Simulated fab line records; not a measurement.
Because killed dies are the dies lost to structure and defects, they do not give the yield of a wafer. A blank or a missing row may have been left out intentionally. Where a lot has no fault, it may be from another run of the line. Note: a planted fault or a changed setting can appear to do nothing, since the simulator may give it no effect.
fab line records	flow sky130
record: lots: 5	wafers: 15	last-day: 51
route steps=708 shown VIA1@473 METAL2@483 PAD_OPEN@708
lots untouched by any fault: they come from a run of this same line in which no faults occurred
start-h: hours from the record's first day to the start of the lot's first wafer shown	wait-h: how many hours have passed since the lot's step before this one	" same as the row above	L1.1+2: a row that stands for several wafers	- no value present, or no start provided	* or withheld: withheld	< > ~ a bound
route shown NAME@n: names a module that has steps shown in the file, with the first one's number in the route	usual: mean and standard deviation over wafers with no fault	same: alike in all rows	chamber/n: place in a boat	sites: readings site by site	_std_site: standard deviation across them	_edge_site: inner sites' mean taken away from outer sites' mean	radius-mm: for every site, how far away it sits from the centre of the wafer	mask NAME#n: copy n	behind: the last tool/chamber to shape the wafer	hold: why the lot was held/for how many hours/how that ended	device: which transistor (n, p or np) failed to switch	end of line: at the end of the route, the tests of the same wafers	step lacking rows: just its recipe	killed: count of dies lost to structure and defects at first sort (not the wafer's yield)	map: a wafer's dies, x killed, . not, _ none there
set.NAME: the setting that was run; set.NAME@STEP: the one run at that earlier step	model.NAME: the simulator's own value behind a step, which no gauge read
a table for each step, a row for each wafer; lots at some steps of the route
services: when a tool's chamber went out of use (start-h, in hours from the record's first day, below 0 if earlier), for how many hours, and the reason
== steps ==
step: SKY_VIA1_ETCH_15
recipe: target: SiO2	chemistry: C4F8/O2/Ar	target-depth-nm: 351	stop-on: TiN	mask-material: KrF-thick	source-w: 1500	bias-w: 1200	pressure-mtorr: 40	c4f8-flow-sccm: withheld	O2_flow_sccm: 6	Ar_flow_sccm: 300	time-s: 54
step: SKY_VIA1_STRIP_16
recipe: chemistry: O2/N2	power-w: 1400	pressure-mtorr: 1500	platen-temp-c: withheld	o2-flow-sccm: 3000	n2-flow-sccm: 300	overash-fraction: 0.5
step: SKY_VIA1_STRIP_17
recipe: chemistry: post-etch-residue-remover	time-s: 1200	temp-c: 72.5
step: SKY_VIA1_CLEAN_18
recipe: chemistry: IPA	time-s: 180	temp-c: 25
step: SKY_VIA1_CLEAN_19
recipe: chemistry: O3/DIW	dry: n2-spin
step: SKY_VIA1_SPUTTER_20
recipe: material: TiN	target-thk-nm: 20	chamber-pressure-pa: 5	power-w: 4000	time-s: 80
usual: throttle-valve-pct: 30.3/0.84
lot.wafer	tool	chamber	start-h	wait-h	throttle-valve-pct
L326.2	pvd-sputter-03	-	825.24	0.0	28.7
L326.4	"	-	"	"	30.6
L326.6	"	-	"	"	31.6
L331.3	pvd-sputter-03	-	862.15	0.0	30.0
L331.4	"	-	"	"	31.7
L331.6	"	-	"	"	29.5
L334.1	pvd-sputter-04	-	879.22	0.0	31.6
L334.3	"	-	"	"	31.1
L334.5	"	-	"	"	31.1
L341.2	pvd-sputter-03	-	927.74	0.0	30.6
L341.5	"	-	"	"	31.8
L341.6	"	-	"	"	30.4
L348.1	pvd-sputter-02	-	978.87	0.0	29.7
L348.2	"	-	"	"	29.4
L348.3	"	-	"	"	31.1
step: SKY_VIA1_CVD_21
recipe: material: W	target-thk-nm: 270	time-s: 80.902	temp-c: 400	pressure-torr: 40
step: SKY_VIA1_RS_MEAS_22
recipe: thk-meas-gauge: four-point-probe	reads: W_of_VIA1_CVD_21+TiN_of_VIA1_SPUTTER_20
usual: VIA1_W_RS: 0.427/0.005
lot.wafer	tool	chamber	start-h	wait-h	VIA1_W_RS[ohm/sq]
L326.2	film-metro-02	-	825.41	0.1	0.425
L326.4	"	-	"	"	0.421
L326.6	"	-	"	"	0.423
L331.3	film-metro-04	-	862.34	0.1	0.425
L331.4	"	-	"	"	0.427
L331.6	"	-	"	"	0.425
L334.1	film-metro-03	-	879.38	0.1	0.427
L334.3	"	-	"	"	0.423
L334.5	"	-	"	"	0.431
L341.2	film-metro-03	-	927.92	0.1	0.433
L341.5	"	-	"	"	0.437
L341.6	"	-	"	"	0.432
L348.1	film-metro-03	-	979.03	0.1	0.425
L348.2	"	-	"	"	0.417
L348.3	"	-	"	"	0.419
step: SKY_VIA1_THK_MEAS_23
recipe: thk-meas-gauge: xrf	reads: W_of_VIA1_CVD_21
usual: VIA1_W_THK: 275/4
lot.wafer	tool	chamber	start-h	wait-h	VIA1_W_THK[nm]
L326.2	film-metro-02	-	825.52	0.1	276
L326.4	"	-	"	"	279
L326.6	"	-	"	"	275
L331.3	film-metro-04	-	862.44	0.1	280
L331.4	"	-	"	"	278
L331.6	"	-	"	"	281
L334.1	film-metro-03	-	879.50	0.1	272
L334.3	"	-	"	"	274
L334.5	"	-	"	"	268
L341.2	film-metro-03	-	928.03	0.1	270
L341.5	"	-	"	"	267
L341.6	"	-	"	"	271
L348.1	film-metro-03	-	979.15	0.1	275
L348.2	"	-	"	"	280
L348.3	"	-	"	"	278
step: SKY_VIA1_CMP_24
recipe: stop-on: SiO2	t-overpolish-s: 15	down-force-psi: 3.5	platen-rpm: 60	target-thk-nm: 0	pad-velocity-m-s: 0.94248
usual: motor-current-A: 11.4/1.2	overpolish-run-s: 15.000/0.0081	time-to-endpoint-s: 65/4.2
lot.wafer	tool	chamber	start-h	wait-h	motor-current-A	overpolish-run-s	time-to-endpoint-s
L326.4	cmp-02	1	825.67	0.1	11.7	15.013	66
L326.2	"	2	"	"	11.1	15.010	60
L326.6	"	3	"	"	10.3	14.996	65
L331.4	cmp-02	2	862.53	0.1	11.1	14.991	65
L331.3	"	0	"	"	12.0	14.987	72
L331.6	"	1	"	"	11.8	15.000	66
L334.1	cmp-02	3	879.65	0.1	9.9	14.991	62
L334.3	"	1	"	"	11.9	15.004	66
L334.5	"	3	"	"	9.8	15.016	66
L341.2	cmp-02	2	928.08	0.0	11.1	15.016	67
L341.6	"	2	"	"	10.5	15.005	67
L341.5	"	3	"	"	10.3	14.992	70
L348.2	cmp-02	3	979.21	0.0	10.0	15.013	72
L348.1	"	1	"	"	12.6	14.992	70
L348.3	"	2	"	"	10.4	14.992	69
step: SKY_METAL2_SPUTTER_00
recipe: material: Ti	target-thk-nm: 15	power-w: 3000	time-s: 10	chamber-pressure-pa: 0.4
step: SKY_METAL2_SPUTTER_01
recipe: material: TiN	target-thk-nm: 20	power-w: 6500	time-s: 16.7	chamber-pressure-pa: 0.4
usual: throttle-valve-pct: 30.1/0.99
lot.wafer	tool	chamber	start-h	wait-h	throttle-valve-pct
L326.2	pvd-sputter-02	-	825.89	0.0	29.8
L326.4	"	-	"	"	29.5
L326.6	"	-	"	"	29.7
L331.3	pvd-sputter-01	-	862.80	0.0	30.1
L331.4	"	-	"	"	28.8
L331.6	"	-	"	"	28.7
L334.1	pvd-sputter-04	-	879.97	0.0	30.1
L334.3	"	-	"	"	31.6
L334.5	"	-	"	"	30.1
L341.2	pvd-sputter-01	-	928.40	0.0	28.6
L341.5	"	-	"	"	29.1
L341.6	"	-	"	"	28.8
L348.1	pvd-sputter-04	-	979.53	0.0	30.7
L348.2	"	-	"	"	31.4
L348.3	"	-	"	"	30.1
step: SKY_METAL2_SPUTTER_02
recipe: material: AlCu	target-thk-nm: 250	power-w: 10600	time-s: 13.3	chamber-pressure-pa: 0.4
usual: throttle-valve-pct: 30.1/1
lot.wafer	tool	chamber	start-h	wait-h	throttle-valve-pct	model.AlCu_of_METAL2_SPUTTER_02.thk-nm
L326.2	pvd-sputter-02	-	825.92	0.0	29.7	243.3
L326.4	"	-	"	"	29.5	248.3
L326.6	"	-	"	"	29.6	244.1
L331.3	pvd-sputter-01	-	862.83	0.0	30.4	250.3
L331.4	"	-	"	"	28.7	249.4
L331.6	"	-	"	"	28.8	249.3
L334.1	pvd-sputter-04	-	880.00	0.0	29.9	249.7
L334.3	"	-	"	"	31.5	254.4
L334.5	"	-	"	"	30.4	250.8
L341.2	pvd-sputter-01	-	928.42	0.0	28.9	192
L341.5	"	-	"	"	28.9	192.8
L341.6	"	-	"	"	28.5	245.1
L348.1	pvd-sputter-04	-	979.55	0.0	30.8	255.4
L348.2	"	-	"	"	31.9	257
L348.3	"	-	"	"	30.1	254.7
step: SKY_METAL2_SPUTTER_03
recipe: material: Ti	target-thk-nm: 5	power-w: 3000	time-s: 3.3	chamber-pressure-pa: 0.4
usual: throttle-valve-pct: 30.1/1
lot.wafer	tool	chamber	start-h	wait-h	throttle-valve-pct
L326.2	pvd-sputter-02	-	825.94	0.0	29.4
L326.4	"	-	"	"	29.5
L326.6	"	-	"	"	29.4
L331.3	pvd-sputter-01	-	862.85	0.0	30.3
L331.4	"	-	"	"	28.5
L331.6	"	-	"	"	28.8
L334.1	pvd-sputter-04	-	880.02	0.0	29.8
L334.3	"	-	"	"	31.4
L334.5	"	-	"	"	29.8
L341.2	pvd-sputter-01	-	928.45	0.0	28.9
L341.5	"	-	"	"	28.9
L341.6	"	-	"	"	28.7
L348.1	pvd-sputter-04	-	979.58	0.0	30.8
L348.2	"	-	"	"	31.5
L348.3	"	-	"	"	29.9
step: SKY_METAL2_SPUTTER_04
recipe: material: TiN	target-thk-nm: 70	power-w: 6500	time-s: 58.3	chamber-pressure-pa: 0.4
usual: throttle-valve-pct: 30.1/0.98
lot.wafer	tool	chamber	start-h	wait-h	throttle-valve-pct
L326.2	pvd-sputter-02	-	825.96	0.0	29.8
L326.4	"	-	"	"	29.5
L326.6	"	-	"	"	29.9
L331.3	pvd-sputter-01	-	862.87	0.0	30.2
L331.4	"	-	"	"	28.9
L331.6	"	-	"	"	28.8
L334.1	pvd-sputter-04	-	880.04	0.0	29.9
L334.3	"	-	"	"	31.4
L334.5	"	-	"	"	30.2
L341.2	pvd-sputter-01	-	928.47	0.0	28.7
L341.5	"	-	"	"	28.8
L341.6	"	-	"	"	28.8
L348.1	pvd-sputter-04	-	979.60	0.0	30.9
L348.2	"	-	"	"	31.6
L348.3	"	-	"	"	30.0
step: SKY_METAL2_RS_MEAS_05
recipe: thk-meas-gauge: four-point-probe	reads: TiN_of_METAL2_SPUTTER_04+Ti_of_METAL2_SPUTTER_03+AlCu_of_METAL2_SPUTTER_02+TiN_of_METAL2_SPUTTER_01+Ti_of_METAL2_SPUTTER_00
usual: METAL2_ALCU_RS: 0.1264/0.0017
lot.wafer	tool	chamber	start-h	wait-h	METAL2_ALCU_RS[ohm/sq]
L326.2	film-metro-03	-	826.03	0.0	0.1306
L326.4	"	-	"	"	0.1278
L326.6	"	-	"	"	0.1301
L331.3	film-metro-03	-	862.96	0.1	0.1268
L331.4	"	-	"	"	0.1274
L331.6	"	-	"	"	0.1271
L334.1	film-metro-04	-	880.09	0.0	0.1267
L334.3	"	-	"	"	0.1246
L334.5	"	-	"	"	0.1259
L341.2	film-metro-03	-	928.54	0.0	0.1667
L341.5	"	-	"	"	0.1663
L341.6	"	-	"	"	0.1297
L348.1	film-metro-04	-	979.65	0.0	0.1237
L348.2	"	-	"	"	0.1228
L348.3	"	-	"	"	0.1239
step: SKY_METAL2_THK_MEAS_06
recipe: thk-meas-gauge: xrf	reads: AlCu_of_METAL2_SPUTTER_02
usual: METAL2_ALCU_THK: 254/3.6
lot.wafer	tool	chamber	start-h	wait-h	METAL2_ALCU_THK[nm]
L326.2	film-metro-03	-	826.14	0.1	247
L326.4	"	-	"	"	250
L326.6	"	-	"	"	247
L331.3	film-metro-03	-	863.06	0.1	253
L331.4	"	-	"	"	251
L331.6	"	-	"	"	252
L334.1	film-metro-04	-	880.21	0.1	254
L334.3	"	-	"	"	259
L334.5	"	-	"	"	256
L341.2	film-metro-03	-	928.65	0.1	195
L341.5	"	-	"	"	194
L341.6	"	-	"	"	250
L348.1	film-metro-04	-	979.77	0.1	259
L348.2	"	-	"	"	261
L348.3	"	-	"	"	258
step: SKY_METAL2_DEHYDRATE_07
recipe: temp-c: 200	time-s: 60
step: SKY_METAL2_HMDS_08
recipe: prime-time-s: 60	prime-temp-c: 120
step: SKY_METAL2_COAT_09
recipe: resist: BARC	temp-c: withheld	time-s: withheld	spin-rpm: 3000	resist-thk-nm: 60
step: SKY_METAL2_COAT_10
recipe: resist: KrF-thick	spin-rpm: 3000	resist-thk-nm: 450
step: SKY_METAL2_SOFTBAKE_11
recipe: temp-c: 100	time-s: 87.97	resist: KrF-thick
step: SKY_METAL2_EXPOSE_12
recipe: mask-id: MM2	na: 0.8	source-shape: annular	sigma-inner: 0.55	sigma-outer: 0.85	target-cd-nm: 140	dose-mj: 28
step: SKY_METAL2_PEB_13
recipe: peb-temp-c: withheld	peb-time-s: withheld	resist: KrF-thick
step: SKY_METAL2_DEVELOP_14
recipe: develop-time-s: 60	resist: KrF-thick	dev-temp-c: 21
step: SKY_METAL2_CD_MEAS_15
recipe: target-cd-nm: 140
usual: cd-nm: 140.0/1.5
lot.wafer	tool	chamber	start-h	wait-h	cd-nm
L326.2	cd-sem-02	-	853.07	-	137.1
L326.4	"	-	"	"	138.8
L326.6	"	-	"	"	137.7
L331.3	cd-sem-01	-	889.49	-	141.0
L331.4	"	-	"	"	139.3
L331.6	"	-	"	"	139.9
L334.1	cd-sem-02	-	907.10	-	139.7
L334.3	"	-	"	"	140.4
L334.5	"	-	"	"	140.8
L341.2	cd-sem-01	-	953.67	-	140.5
L341.5	"	-	"	"	140.9
L341.6	"	-	"	"	141.5
L348.1	cd-sem-01	-	1003.70	-	138.1
L348.2	"	-	"	"	139.0
L348.3	"	-	"	"	139.7
step: SKY_METAL2_OVL_MEAS_16
usual: METAL2_OVL: -7/5
lot.wafer	tool	chamber	start-h	wait-h	METAL2_OVL[nm]
L326.2	overlay-02	-	853.18	0.1	-13
L326.4	"	-	"	"	-13
L326.6	"	-	"	"	-15
L331.3	overlay-02	-	889.59	0.1	-3
L331.4	"	-	"	"	5
L331.6	"	-	"	"	1
L334.1	overlay-02	-	907.22	0.1	-2
L334.3	"	-	"	"	-3
L334.5	"	-	"	"	5
L341.2	overlay-01	-	953.78	0.1	-6
L341.5	"	-	"	"	-6
L341.6	"	-	"	"	-6
L348.1	overlay-02	-	1003.82	0.1	-4
L348.2	"	-	"	"	-7
L348.3	"	-	"	"	-4
step: SKY_METAL2_DESCUM_17
recipe: chemistry: O2	source-power-w: 150	bias-power-w: 0	pressure-mtorr: 10	temp-c: 40	time-s: 8
step: SKY_METAL2_ETCH_18
recipe: chemistry: N2/H2	target: BARC	ion-energy-ev: 200	bias-w: 100	pressure-mtorr: 30	n2-flow-sccm: 100	h2-flow-sccm: 200	icp-w: 500	stop-on: SiO2	time-s: 45.9	target-depth-a: 600
step: SKY_METAL2_METAL_ETCH_19
recipe: target-depth-a: 3600	stop-on: SiO2	over-etch-frac: 0.3	time-s: 78	chemistry: Cl2/BCl3	resist-sidewall-deg: 88	pressure-mtorr: 10	icp-w: 900	bias-w: 48.5	Cl2_flow_sccm: 60	bcl3-flow-sccm: 30
usual: bias-w: 48.47/0.16	drypump-motor-current-A: 5.9/0.46	oes-product-au: 0.854/0.0062	throttle-valve-pct: 22.263/0.0099
lot.wafer	tool	chamber	start-h	wait-h	bias-w	drypump-motor-current-A	oes-product-au	rf-hours-counter-h	throttle-valve-pct
L326.2	rie-metal-04	0	853.34	0.1	48.56	6.3	0.850	10	22.271
L326.4	"	1	"	"	48.86	5.6	0.851	-	22.260
L326.6	"	0	"	"	48.83	6.3	0.849	-	22.275
L331.3	rie-metal-04	0	889.73	0.1	48.46	6.3	0.849	-	22.246
L331.4	"	1	"	"	48.53	5.6	0.863	-	22.276
L331.6	"	1	"	"	48.80	5.5	0.843	-	22.272
L334.1	rie-metal-04	1	907.35	0.0	48.39	5.6	0.861	7	22.259
L334.3	"	0	"	"	48.59	6.3	0.863	-	22.251
L334.5	"	0	"	"	48.29	6.3	0.850	-	22.251
L341.2	rie-metal-04	0	953.90	0.0	48.80	6.3	0.811	15	22.260
L341.5	"	1	"	"	48.45	5.6	0.800	-	22.283
L341.6	"	0	"	"	48.76	6.3	0.839	-	22.246
L348.1	rie-metal-02	0	1003.95	0.0	48.48	6.1	0.860	2	22.275
L348.2	"	1	"	"	48.36	6.2	0.854	14	22.276
L348.3	"	0	"	"	48.42	6.1	0.865	-	22.266
step: SKY_METAL2_STRIP_20
recipe: chemistry: O2/N2	power-w: 1400	pressure-mtorr: 1500	platen-temp-c: withheld	o2-flow-sccm: 3000	n2-flow-sccm: 300	overash-fraction: 0.5
step: SKY_PAD_OPEN_PROBE_99
usual: defect-limited-yield: 82.5/2.2	killed_at_M0_to_M3: 43/7.5	killed_at_M4_up: 3.2/1.9	killed-at-contacts: 24/5.6	killed-at-front-end: 15/4.8	killed-at-other: 0.2/0.54	killed-dies: 86/11	killed-open: 47/7.6	killed-short: 39/7.1	sort_bin_3_pad_short: 0.8/0.36	sort_bin_5_function: 10.4/1.6	sort_bin_6_memory: 6.3/1.3	sort-n-pass: 406/11	sort-yield-pct: 82.5/2.2
same: gross-dies: 492	killed-at-back-side: 0	sort_bin_4_leakage[%]: 0	sort_bin_8_speed[%]: 0
lot.wafer	tool	chamber	start-h	wait-h	defect-limited-yield[%]	killed_at_M0_to_M3	killed_at_M4_up	killed-at-contacts	killed-at-front-end	killed-at-other	killed-dies	killed-open	killed-short	sort_bin_3_pad_short[%]	sort_bin_5_function[%]	sort_bin_6_memory[%]	sort-n-pass	sort-yield-pct[%]	model.etest.met2.line-ohm-um	model.etest.met2.rs-ohm-sq
L326.2	prober-02	-	1106.84	0.1	85.4	34	8	16	14	0	72	42	30	0.6	10.0	4.1	420	85.4	0.9556	0.1322
L326.4	prober-02	-	1106.94	0.2	83.7	41	1	27	11	0	80	42	38	0.6	8.7	6.9	412	83.7	0.9683	0.1297
L326.6	prober-02	-	1107.04	0.2	78.7	51	4	32	18	0	105	60	45	1.2	10.8	9.3	387	78.7	0.9659	0.1306
L331.3	prober-02	-	1137.81	0.2	84.3	38	4	27	8	0	77	45	32	1.2	8.1	6.3	415	84.3	0.9265	0.128
L331.4	prober-02	-	1137.86	0.2	81.5	49	3	25	14	0	91	51	40	0.8	11.0	6.7	401	81.5	0.9147	0.1288
L331.6	prober-02	-	1137.96	0.2	81.5	47	3	28	13	0	91	53	38	0.6	10.8	7.1	401	81.5	0.9257	0.1287
L334.1	prober-01	-	1150.65	0.1	82.1	45	3	20	20	0	88	51	37	0.6	10.6	6.7	404	82.1	0.95	0.127
L334.3	prober-01	-	1150.75	0.2	79.7	55	7	26	12	0	100	57	43	0.8	12.6	6.9	392	79.7	0.9203	0.1263
L334.5	prober-01	-	1150.85	0.2	83.7	40	2	30	8	0	80	36	44	0.6	10.0	5.7	412	83.7	0.9062	0.128
L341.2	prober-02	-	1185.35	0.1	85.0	40	4	12	18	0	74	44	30	0.2	10.8	4.1	418	85.0	1.196	0.1691
L341.5	prober-02	-	1185.50	0.2	84.3	45	1	21	10	0	77	50	27	0	10.4	5.3	415	84.3	1.235	0.1686
L341.6	prober-02	-	1185.55	0.2	81.1	34	2	31	25	1	93	51	42	1.0	11.8	6.1	399	81.1	0.9249	0.1307
L348.1	prober-01	-	1219.38	0.1	83.7	42	6	20	12	0	80	49	31	0.6	8.9	6.7	412	83.7	0.9258	0.125
L348.2	prober-01	-	1219.43	0.1	88.0	32	4	15	8	0	59	37	22	0.4	7.1	4.5	433	88.0	0.892	0.1253
L348.3	prober-01	-	1219.48	0.2	85.4	39	1	19	13	0	72	40	32	1.2	8.5	4.9	420	85.4	0.9186	0.1255
killed by level:class
L326.2 VIA1:geometric-particle:open=12 CONTACT:geometric-particle:open=8 POLY_GATE:geometric-particle:open=5 METAL4:geometric-particle:short=5 VIA1:geometric-particle:short=4 METAL2:geometric-particle:short=4 POLY_GATE:geometric-particle:short=3 METAL3:geometric-particle:short=3
L326.4 CONTACT:geometric-particle:open=9 VIA1:geometric-particle:open=8 METAL1:geometric-particle:short=6 LI_CONTACT:geometric-particle:open=5 CONTACT:geometric-particle:short=5 VIA3:geometric-particle:short=5 VIA2:geometric-particle:open=5 FIELD_ISO:geometric-particle:short=4
L326.6 CONTACT:geometric-particle:open=11 VIA1:geometric-particle:open=11 LOCAL_INTERCONNECT:geometric-particle:short=10 VIA3:geometric-particle:open=9 VIA2:geometric-particle:open=8 LI_CONTACT:geometric-particle:open=7 FIELD_ISO:geometric-particle:short=5 METAL2:geometric-particle:short=5
L331.3 CONTACT:geometric-particle:open=11 LI_CONTACT:geometric-particle:open=9 VIA1:geometric-particle:open=8 METAL2:geometric-particle:short=6 CONTACT:geometric-particle:short=5 METAL1:geometric-particle:short=5 VIA3:geometric-particle:short=5 VIA3:geometric-particle:open=5
L331.4 VIA1:geometric-particle:open=19 LI_CONTACT:geometric-particle:open=10 METAL1:geometric-particle:short=7 VIA3:geometric-particle:open=7 CONTACT:geometric-particle:open=6 VIA3:geometric-particle:short=4 SONOS_ONO:geometric-particle:short=3 POLY_GATE:geometric-particle:short=3
L331.6 VIA1:geometric-particle:open=16 CONTACT:geometric-particle:open=9 LI_CONTACT:geometric-particle:open=7 LOCAL_INTERCONNECT:geometric-particle:short=7 METAL1:geometric-particle:short=5 VIA2:geometric-particle:open=5 VIA3:geometric-particle:open=5 VIA1:geometric-particle:short=4
L334.1 VIA1:geometric-particle:open=11 METAL2:geometric-particle:short=11 LI_CONTACT:geometric-particle:open=8 FIELD_ISO:geometric-particle:open=7 VIA2:geometric-particle:open=7 CONTACT:geometric-particle:open=6 POLY_GATE:geometric-particle:open=4 VIA3:geometric-particle:open=4
L334.3 VIA1:geometric-particle:open=16 CONTACT:geometric-particle:open=10 VIA2:geometric-particle:open=10 VIA3:geometric-particle:open=8 VIA1:geometric-particle:short=6 METAL1:geometric-particle:short=6 METAL3:geometric-particle:short=6 POLY_GATE:geometric-particle:open=5
L334.5 CONTACT:geometric-particle:open=11 CONTACT:geometric-particle:short=8 VIA2:geometric-particle:open=8 METAL2:geometric-particle:short=7 VIA1:geometric-particle:short=7 LI_CONTACT:geometric-particle:open=5 METAL1:geometric-particle:short=5 VIA1:geometric-particle:open=5
L341.2 VIA1:geometric-particle:open=14 VIA2:geometric-particle:open=9 METAL1:geometric-particle:short=6 POLY_GATE:geometric-particle:short=5 LI_CONTACT:geometric-particle:open=5 FIELD_ISO:geometric-particle:short=4 METAL2:geometric-particle:short=4 VIA3:geometric-particle:open=4
L341.5 VIA2:geometric-particle:open=9 CONTACT:geometric-particle:open=8 VIA1:geometric-particle:open=8 LI_CONTACT:geometric-particle:open=7 METAL1:geometric-particle:short=7 METAL2:geometric-particle:short=7 VIA3:geometric-particle:open=6 FIELD_ISO:geometric-particle:open=4
L341.6 CONTACT:geometric-particle:open=10 VIA1:geometric-particle:open=9 FIELD_ISO:geometric-particle:short=7 FIELD_ISO:geometric-particle:open=7 POLY_GATE:geometric-particle:short=5 LI_CONTACT:geometric-particle:short=5 LI_CONTACT:geometric-particle:open=5 CONTACT:geometric-particle:short=5
L348.1 VIA1:geometric-particle:open=11 FIELD_ISO:geometric-particle:open=6 VIA2:geometric-particle:open=6 LI_CONTACT:geometric-particle:open=6 LOCAL_INTERCONNECT:geometric-particle:short=5 CONTACT:geometric-particle:open=5 METAL2:geometric-particle:short=4 METAL4:geometric-particle:short=4
L348.2 VIA1:geometric-particle:open=11 LI_CONTACT:geometric-particle:open=7 VIA2:geometric-particle:open=5 VIA3:geometric-particle:open=5 FIELD_ISO:geometric-particle:short=3 FIELD_ISO:geometric-particle:open=3 LOCAL_INTERCONNECT:geometric-particle:short=3 CONTACT:geometric-particle:open=3
L348.3 VIA1:geometric-particle:open=11 CONTACT:geometric-particle:open=7 METAL1:geometric-particle:short=5 VIA2:geometric-particle:open=5 METAL2:geometric-particle:short=5 POLY_GATE:geometric-particle:short=4 LI_CONTACT:geometric-particle:open=4 POLY_GATE:geometric-particle:open=3
== services ==
tool	chamber	start-h	hours	kind
rie-metal-04	-	804.12	1.2	repair
pvd-sputter-02	-	806.11	0.5	repair
cmp-02	-	847.37	3.4	repair
pvd-sputter-04	2	847.96	-	consumable-replace:kit
pvd-sputter-04	2	847.96	18.0	scheduled-down
pvd-sputter-04	2	847.96	18.0	vent-cycle
pvd-sputter-03	-	853.55	1.8	repair
cmp-02	-	868.86	7.6	pm
pvd-sputter-01	0	874.39	-	consumable-replace:kit
pvd-sputter-01	0	874.39	18.0	scheduled-down
pvd-sputter-01	0	874.39	18.0	vent-cycle
rie-metal-04	-	888.27	0.5	repair
pvd-sputter-02	-	900.47	3.7	repair
pvd-sputter-02	-	903.01	5.2	repair
cmp-02	-	912.11	4.0	pm
pvd-sputter-02	-	927.52	1.5	repair
cmp-02	-	928.72	2.0	repair
pvd-sputter-03	-	950.54	4.1	repair
cmp-02	-	960.62	4.5	repair
pvd-sputter-02	-	966.98	1.5	repair
pvd-sputter-04	1	996.93	-	consumable-replace:kit
pvd-sputter-04	1	996.93	18.0	scheduled-down
pvd-sputter-04	1	996.93	18.0	vent-cycle
cmp-02	-	999.46	1.2	repair
== key ==
first-sign: step: SKY_METAL2_RS_MEAS_05	reading: METAL2_ALCU_RS	direction: up	sigmas: 23	usual: 0.1264	struck: 0.1665
effect: step: SKY_METAL2_THK_MEAS_06	reading: METAL2_ALCU_THK	direction: down	sigmas: 17	usual: 254	struck: 195
effect: step: SKY_METAL2_METAL_ETCH_19	reading: oes-product-au	direction: down	sigmas: 7.8	usual: 0.854	struck: 0.806
model-effect: step: SKY_METAL2_SPUTTER_02	value: AlCu_of_METAL2_SPUTTER_02.thk-nm	without: 248.4	struck: 192.4
model-effect: step: SKY_PAD_OPEN_PROBE_99	value: etest.met2.line-ohm-um	without: 0.9317	struck: 1.216
met-at SKY_METAL2_SPUTTER_02
struck-wafers L341.2,L341.5
fault: kind: process-parameter-drift	tool: pvd-sputter-01	chamber: -	onset-h: 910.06	steps: SKY_METAL2_SPUTTER_02	channel: target-thk-nm	offset: -56.076	shape: step	end-h: 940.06	acts-in: these-recipes-only	stated: 250	scope: struck-wafers-only
